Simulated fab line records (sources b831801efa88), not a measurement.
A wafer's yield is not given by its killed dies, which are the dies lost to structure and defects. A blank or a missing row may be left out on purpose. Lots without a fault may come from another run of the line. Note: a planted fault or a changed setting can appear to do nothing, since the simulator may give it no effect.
What tool caused it? + flow gf180mcu + 6 lots, 18 wafers sampled, at 2 steps of a route of 602

WHAT THE GAUGES SHOWED, per wafer
GF_VT_IMPLANT_OVL_MEAS_07.
| lot  | measured     | on         | VT_IMPLANT_OVL (nm) |
|------|--------------|------------|---------------------|
| L362 | day 6 03:52  | overlay-02 | -1.1 -1.3 -2.6      |
| L364 | day 6 17:57  | overlay-01 | 2.1 0.7 1.0         |
| L367 | day 7 14:43  | overlay-02 | -0.6 0.3 1.3        |
| L371 | day 8 10:07  | overlay-01 | -1.7 0.4 -1.3       |
| L374 | day 9 05:17  | overlay-01 | -1.3 1.2 -0.1       |
| L381 | day 11 01:51 | overlay-01 | -1.8 -0.3 -1.0      |

WHAT TOOL EACH LOT RAN ON (gives the tool, then ch and the chambers of the sampled wafers, and finally the start)
| lot  | GF_MVSD_STRIP_10                    |
|------|-------------------------------------|
| L362 | plasma asher-04 ch 0,1, day 4 22:35 |
| L364 | plasma asher-04 ch 0,1, day 5 11:09 |
| L367 | plasma asher-02 ch 0,1, day 6 07:26 |
| L371 | plasma asher-02 ch 0,1, day 7 01:52 |
| L374 | plasma asher-04 ch 0,1, day 7 19:31 |
| L381 | plasma asher-02 ch 0,1, day 9 14:17 |
- GF_MVSD_STRIP_10: strips in O2/N2.

THE ANSWER, worked out from the rows above alone
Rule: the usual values come from the lots themselves. Put in order of their means at a reading, lots are off if they are a third of the lots or fewer, leave a main group of 4 or more, and stand apart from it by a gap of 3 or more times the standard deviation of the main group's means; of several such gaps the widest counts. Not used: any main group whose means are identical at the precision the tables above print for the reading. Also off: a lot with no number at a reading for which 4 or more lots have one. Any other lot the step has rows for is counted as sound.
None of the lots is off at any reading shown; this tells nothing.

WHAT THE SIMULATOR HAD INSERTED
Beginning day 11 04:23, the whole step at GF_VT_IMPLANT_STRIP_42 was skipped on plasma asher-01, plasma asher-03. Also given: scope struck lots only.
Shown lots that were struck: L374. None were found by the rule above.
